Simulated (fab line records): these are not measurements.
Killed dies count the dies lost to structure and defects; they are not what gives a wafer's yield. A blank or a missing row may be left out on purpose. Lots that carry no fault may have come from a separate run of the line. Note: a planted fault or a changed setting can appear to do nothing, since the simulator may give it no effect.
A lot that was struck, set against a sound lot || flow sfq-line || 15 steps out of a route of 325
Sound: these wafers, L917.1, L917.2, L917.5. The struck wafers were L923.1, L923.3, L923.6. The cause comes at the end.
At each step with rows: each side's tool, then ch and its chambers, then its first start. Under that, the readings that differ: sound wafers || struck wafers || difference of the means || sigmas: that difference in standard deviations of wafers without a fault.
alike: same words and numbers on both sides, and readings whose means sit less than 2 such deviations apart. not compared: any withheld reading, any reading some wafer has no value for, any bound like >300 that may hide the same value, and any number with overlapping values for which the record gives no deviation.
The two part at a step that has a row with sigmas, a row that says differs or no value, or rows on one side only. Non-overlapping numbers with no deviation appear without sigmas and do not part them. A reading that every wafer of one side lacks parts them only if that side has two wafers or more.

SFQ_TRILAYER_R5_DEP_SPUTTER_132: material Ti, target thk 5 nm, time 5 s.
  sound on pvd-sputter-06, day 51 07:32; struck on pvd-sputter-04, day 52 21:30
  alike: throttle-valve-pct
SFQ_TRILAYER_R5_DEP_SPUTTER_133: material MoNx, target thk 40 nm, time 66.7 s.
  sound on pvd-sputter-06, day 51 07:33; struck on pvd-sputter-04, day 52 21:31
  alike: throttle-valve-pct
SFQ_TRILAYER_R5_DEP_SPUTTER_134: material Ti, target thk 5 nm, time 5 s.
  sound on pvd-sputter-06, day 51 07:37; struck on pvd-sputter-04, day 52 21:35
  alike: throttle-valve-pct
SFQ_R5_RS_MEAS_933: measurement is done with a four-point probe.
  sound on film-metro-03, day 51 07:38; struck on film-metro-04, day 52 21:36
  alike: R5_MONX_RS
SFQ_R5_THK_MEAS_934: measures by xrf.
  sound on film-metro-03, day 51 07:45; struck on film-metro-04, day 52 21:43
  alike: R5_MONX_THK
then, 6 steps without rows for these wafers: SFQ_TRILAYER_R5_LITHO_COAT_141 (resist thk 62 nm); SFQ_TRILAYER_R5_LITHO_COAT_136 (resist thk 600 nm); SFQ_TRILAYER_R5_LITHO_SOFTBAKE_140; SFQ_TRILAYER_R5_LITHO_EXPOSE_137 (exposes mask R5, target cd 500 nm); SFQ_TRILAYER_R5_LITHO_PEB_139 (peb time 60 s); SFQ_TRILAYER_R5_LITHO_DEVELOP_138 (time 60 s).
-- the record jumps here: 6 days lie between the struck wafers' starts before and after --
SFQ_R5_OVL_MEAS_935:
  sound on overlay-02, day 56 15:26; struck on overlay-01, day 58 10:53
  alike: R5_OVL
SFQ_TRILAYER_R5_BARC_OPEN_METAL_ETCH_177: etches BARC in O2, target depth 125 nm, time 41.7 s.
  sound on rie-metal-04 ch 0,1, day 56 15:28; struck on rie-metal-04 ch 0,1, day 58 10:55
{"reading": "oes-product-au (a.u.)", "sound": "0.687 0.685 0.690", "struck": "0.821 0.820 0.814", "difference": "+0.131", "sigmas": "+30"}
{"reading": "run-length-s (s)", "sound": "70.6 70.3 70.4", "struck": "60.9 60.9 60.9", "difference": -9.5, "sigmas": -17}
{"reading": "time-s (s)", "sound": "41.7 41.7 41.7", "struck": "29.19 29.19 29.19", "difference": -12.51, "sigmas": ""}
{"reading": "model.KrF_of_TRILAYER_R5_LITHO_COAT_136.thk-nm (nm)", "sound": "523.1 524.3 523.2", "struck": "538.1 537.4 539.4", "difference": "+14.8", "sigmas": ""}
  alike: bias-w, chamber-pressure-mTorr, drypump-motor-current-A, rf-fwd-power-W
  not compared: rf-hours-counter-h
SFQ_TRILAYER_R5_ETCH_METAL_ETCH_139: etches the open film in Cl2, stops on SiO2, target depth 60 nm, time 40 s.
  sound on rie-metal-04 ch 0,1, day 56 15:32; struck on rie-metal-04 ch 0,1, day 58 10:59
{"reading": "model.KrF_of_TRILAYER_R5_LITHO_COAT_136.thk-nm (nm)", "sound": "498.7 500.3 499.2", "struck": "514.1 513.5 515.4", "difference": "+14.9", "sigmas": ""}
  alike: bias-w, chamber-pressure-mTorr, drypump-motor-current-A, oes-product-au, rf-fwd-power-W, run-length-s, time-s
  not compared: rf-hours-counter-h
SFQ_TRILAYER_R5_STRIP_STRIP_140: strips in O2.
  sound on rie-metal-04 ch 0,1, day 56 15:35; struck on rie-metal-04 ch 0,1, day 58 11:02
  alike: chamber-pressure-mTorr, drypump-motor-current-A, oes-product-au
  not compared: rf-hours-counter-h

WHERE THEY PART
SFQ_TRILAYER_R5_BARC_OPEN_METAL_ETCH_177 only, going by this record. Later steps at which nothing parts them and some readings are alike: SFQ_TRILAYER_R5_ETCH_METAL_ETCH_139, SFQ_TRILAYER_R5_STRIP_STRIP_140.

WHY: whatever the simulator had introduced
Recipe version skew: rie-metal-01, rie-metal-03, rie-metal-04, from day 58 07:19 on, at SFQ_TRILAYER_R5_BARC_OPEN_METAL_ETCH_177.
